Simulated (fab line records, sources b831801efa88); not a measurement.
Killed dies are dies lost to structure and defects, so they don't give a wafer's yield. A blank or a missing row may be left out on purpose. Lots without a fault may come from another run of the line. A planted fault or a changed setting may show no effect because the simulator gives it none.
Chamber matching | flow sky130 | SKY_CONTACT_ETCH_17 on rie_diel-01: 4 sister chambers
The step etches SiO2 in C4F8/O2/Ar, stops on Si3N4, target depth 340 nm. 4 wafers are shown with their chamber, then 10 later ones without.

WAFERS WITH THEIR CHAMBER
wafer  | chamber | oes_product_au (a.u.)
L080.5 | 2       | 0.888
L081.1 | 3       | 0.893
L081.6 | 0       | 0.890
L083.5 | 1       | 0.896

WAFERS WITHOUT THEIR CHAMBER
wafer  | oes_product_au (a.u.)
L083.6 | 0.890
L086.2 | 0.893
L086.3 | 0.892
L086.4 | 0.891
L087.4 | 0.889
L087.5 | 0.889
L087.6 | 0.884
L093.1 | 0.895
L093.2 | 0.891
L093.5 | 0.892

WHICH CHAMBER EACH WENT THROUGH
wafer  | from the rows above               | in truth
L083.6 | can't be placed: 0 or 2 or 3      | 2
L086.2 | can't be placed: 3 or 0 or 1      | 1
L086.3 | can't be placed: 3 or 0 or 1 or 2 | 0
L086.4 | can't be placed: 0 or 3 or 2      | 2
L087.4 | can't be placed: 0 or 2 or 3      | 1
L087.5 | can't be placed: 0 or 2 or 3      | 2
L087.6 | can't be placed: 2 or 0           | 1
L093.1 | can't be placed: 1 or 3           | 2
L093.2 | can't be placed: 0 or 3 or 2      | 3
L093.5 | can't be placed: 3 or 0 or 1 or 2 | 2
Placed correctly: 0 of 10. Can't be placed from these rows: 10 (the true chamber is among the candidates in 7). Placed wrongly: 0.
How it was worked out, from the rows above alone: a wafer's distance from a chamber is the root of the sum, over the readings, of the square of ((its reading less the chamber's mean) divided by the reading's scatter). The wafer belongs to the nearest chamber; if the next one is less than 2 further off, it can't be placed. A chamber's mean is the mean of its shown wafers. The scatter: with one shown wafer a chamber, the root of the mean of the squares of how far each hidden wafer lies from its nearest shown one.
